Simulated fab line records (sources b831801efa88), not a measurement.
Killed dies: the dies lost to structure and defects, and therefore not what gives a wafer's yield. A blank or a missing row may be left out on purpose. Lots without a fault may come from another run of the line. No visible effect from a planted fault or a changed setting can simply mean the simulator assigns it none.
Comparing a struck lot with a sound one -- flow sky130 -- 17 steps out of a route of 708
Sound: wafers L426.2, L426.5, L426.6. Wafers L417.1, L417.5, L417.6 were the ones struck. At the end, the cause is stated.
Each step with rows lists, per side, the tool, then ch with its chambers, then its first start. Under that, the readings that differ: sound wafers -- struck wafers -- difference of the means -- sigmas: that difference in standard deviations of wafers without a fault.
alike: words and numbers the same on both sides, and readings whose means are apart by under 2 such deviations; not compared: readings that were withheld, readings missing a value for some wafer, numbers with overlapping values and no deviation given by the record, and bounds like >300 which may hide the same value.
The two part at a step that has a row with sigmas, a row that says differs or no value, or rows on one side only. Numbers that have no deviation but don't overlap get no sigmas and don't part them. A reading that every wafer of one side lacks parts them only if that side has two wafers or more.

SKY_LDD_HVP_STRIP_09: strips in O2/N2.
  sound on plasma-asher-03 ch 0,1, day 29 02:19; struck on plasma-asher-01 ch 0,1, day 26 03:27
  alike: drypump-motor-current-A, o2-flow-sccm, oes-product-au, strip-time-to-endpoint-s
  not compared: rf-hours-counter-h
SKY_LDD_HVP_TW_MEAS_10:
  sound on film-metro-04, day 29 02:26; struck on film-metro-04, day 26 03:33
  alike: LDD_HVP_TW
then, 7 steps without rows for these wafers: SKY_LDD_LDN_DEHYDRATE_00 (time 60 s); SKY_LDD_LDN_HMDS_01 (prime time 60 s); SKY_LDD_LDN_COAT_02 (resist thk 1140 nm); SKY_LDD_LDN_SOFTBAKE_03 (time 60 s); SKY_LDD_LDN_EXPOSE_04 (exposes mask LDNTM, target cd 700 nm); SKY_LDD_LDN_PEB_05; SKY_LDD_LDN_DEVELOP_06 (develop time 60 s).
SKY_LDD_LDN_OVL_MEAS_07:
  sound on overlay-01, day 30 05:49; struck on overlay-01, day 27 09:08
  alike: LDD_LDN_OVL
then, 2 steps without rows for these wafers: SKY_LDD_LDN_IMPLANT_08; SKY_LDD_LDN_IMPLANT_09.
SKY_LDD_LDN_IMPLANT_10:
  struck on implanter-04, day 27 09:28; sound on implanter-01 ch 0, day 30 06:11
  no value came back on the struck wafers for beam-energy-keV, beam-on-s (s); on the sound wafers beam-energy-keV reads 15.004 15.001 15.001
after that, 1 step had no rows for these wafers: SKY_LDD_LDN_IMPLANT_11.
SKY_LDD_LDN_STRIP_12: strips in O2/N2.
  sound on plasma-asher-02 ch 0,1, day 30 06:27; struck on plasma-asher-03 ch 0,1, day 27 09:46
  alike: drypump-motor-current-A, o2-flow-sccm, oes-product-au, strip-time-to-endpoint-s
  not compared: rf-hours-counter-h
SKY_LDD_LDN_TW_MEAS_13:
  sound on film-metro-02, day 30 06:37; struck on film-metro-03, day 27 09:52
reading,sound,struck,difference,sigmas
LDD_LDN_TW,1482 1473 1476,1343 1335 1337,-139,-12
then, 1 step without rows for these wafers: SKY_LDD_LDN_CLEAN_14 (cleans in SC1/SC2, time 150 s).

## WHERE THEY PART
Last at SKY_LDD_LDN_TW_MEAS_13 as far as this record goes, first at SKY_LDD_LDN_IMPLANT_10.

WHY: the cause the simulator had injected
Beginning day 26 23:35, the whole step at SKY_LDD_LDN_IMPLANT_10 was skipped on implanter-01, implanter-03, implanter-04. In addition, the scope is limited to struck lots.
